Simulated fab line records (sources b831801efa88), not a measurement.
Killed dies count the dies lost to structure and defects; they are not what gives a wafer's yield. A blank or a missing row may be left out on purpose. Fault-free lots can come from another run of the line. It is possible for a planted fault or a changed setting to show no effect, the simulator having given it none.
A lot that was struck, set against a sound lot / flow sky130 / 15 steps out of a route of 708
Sound: the wafers L285.1, L285.2, L285.3. Struck: wafer L284.3. (L284.1 of the same lot was not struck and is left out.) The cause comes at the end.
For every step that has rows: the tool of each side, followed by ch and its chambers, followed by its first start. Under that, the readings that differ: sound wafers / struck wafers / difference of the means / sigmas: that difference in standard deviations of wafers without a fault.
alike: readings with means less than 2 such deviations apart, plus words and numbers identical on both sides. not compared: withheld readings, readings lacking a value on some wafer, bounds such as >300 that could conceal the same value, and numbers that have no deviation in the record and whose values overlap.
Wherever a step has rows on one side only, a row that says differs or no value, or a row with sigmas, the two part there. Numbers that have no deviation but don't overlap get no sigmas and don't part them. A reading missing from all wafers of one side parts the sides only when that side holds two or more wafers.

SKY_CONTACT_SPUTTER_23: material TiN, target thk 20 nm, time 80 s.
  sound on pvd sputter-03 at day 37 21:18; struck on pvd sputter-03 at day 37 08:27
reading=throttle valve pct (%); sound=29.4 29.3 29.6; struck=27.4; difference=-2.0; sigmas=-2
SKY_CONTACT_CVD_24: deposits W, target thk 340 nm, time 102.12 s.
  sound on cvd w-01 ch 0,1, day 37 21:22; struck on cvd w-02 ch 0, day 37 08:31
  alike: chamber pressure Torr, heater power w
SKY_CONTACT_RS_MEAS_25: measurement is done with a four-point probe.
  sound on film metro-01 at day 37 21:28; struck on film metro-01 at day 37 08:37
  alike: CONTACT_W_RS
SKY_CONTACT_THK_MEAS_26: measures by xrf.
  sound on film metro-01 at day 37 21:35; struck on film metro-01 at day 37 08:44
  alike: CONTACT_W_THK
then, 1 step without rows for these wafers: SKY_CONTACT_CMP_27 (polishes, stops on SiO2, t overpolish 15 s, target thk 0 nm).
SKY_METAL1_SPUTTER_00: material Ti, target thk 15 nm, time 10 s.
  sound on pvd sputter-02 at day 37 21:57; struck on pvd sputter-04 at day 37 09:06
  alike: throttle valve pct
then, 1 step without rows for these wafers: SKY_METAL1_SPUTTER_01 (material TiN, target thk 20 nm, time 16.7 s).
SKY_METAL1_SPUTTER_02: material AlCu, target thk 250 nm, time 13.3 s.
  sound on pvd sputter-02 at day 37 22:00; struck on pvd sputter-04 at day 37 09:09
  alike: throttle valve pct
SKY_METAL1_SPUTTER_03: material Ti, target thk 5 nm, time 3.3 s.
  sound on pvd sputter-02 at day 37 22:01; struck on pvd sputter-04 at day 37 09:10
  alike: throttle valve pct
then, 1 step without rows for these wafers: SKY_METAL1_SPUTTER_04 (material TiN, target thk 70 nm, time 58.3 s).
SKY_METAL1_RS_MEAS_05: measurement is done with a four-point probe.
  sound on film metro-04 at day 37 22:05; struck on film metro-04 at day 37 09:14
reading=METAL1_ALCU_RS (ohm/sq); sound=0.1240 0.1235 0.1236; struck=0.1271; difference=+0.0034; sigmas=+2
SKY_METAL1_THK_MEAS_06: measures by xrf.
  sound on film metro-04 at day 37 22:13; struck on film metro-04 at day 37 09:22
  alike: METAL1_ALCU_THK
SKY_METAL1_DEHYDRATE_07: time 60 s.
  sound on litho track-01 ch 0, day 38 09:52; struck on litho track-04 ch 0, day 37 21:35
reading=run length s (s); sound=89.21 89.10 89.19; struck=93.29; difference=+4.12; sigmas=+41
  alike: resist line temp C
then, 1 step without rows for these wafers: SKY_METAL1_HMDS_08 (prime time 60 s).
-- the record jumps here: 12 days lie between the struck wafers' starts before and after (it left off in module METAL1 and takes up again in module PAD_OPEN, whose first step shown is number 708 of the route) --
SKY_PAD_OPEN_PROBE_99:
  sound on prober-01 at day 50 09:08; struck on prober-02 at day 50 00:55
reading=killed at front end; sound=22 15 13; struck=26; difference=+9; sigmas=+2
reading=killed at other; sound=0 0 0; struck=2; difference=+2; sigmas=+4
  alike: defect limited yield, killed_at_M0_to_M3, killed_at_M4_up, killed at contacts, killed dies, killed open, killed short, sort_bin_3_pad_short, sort_bin_5_function, sort_bin_6_memory, sort n pass, sort yield pct

== WHERE THEY PART ==
At SKY_CONTACT_SPUTTER_23 first; at SKY_PAD_OPEN_PROBE_99 last (within this record only).

WHY: what had been put in by the simulator
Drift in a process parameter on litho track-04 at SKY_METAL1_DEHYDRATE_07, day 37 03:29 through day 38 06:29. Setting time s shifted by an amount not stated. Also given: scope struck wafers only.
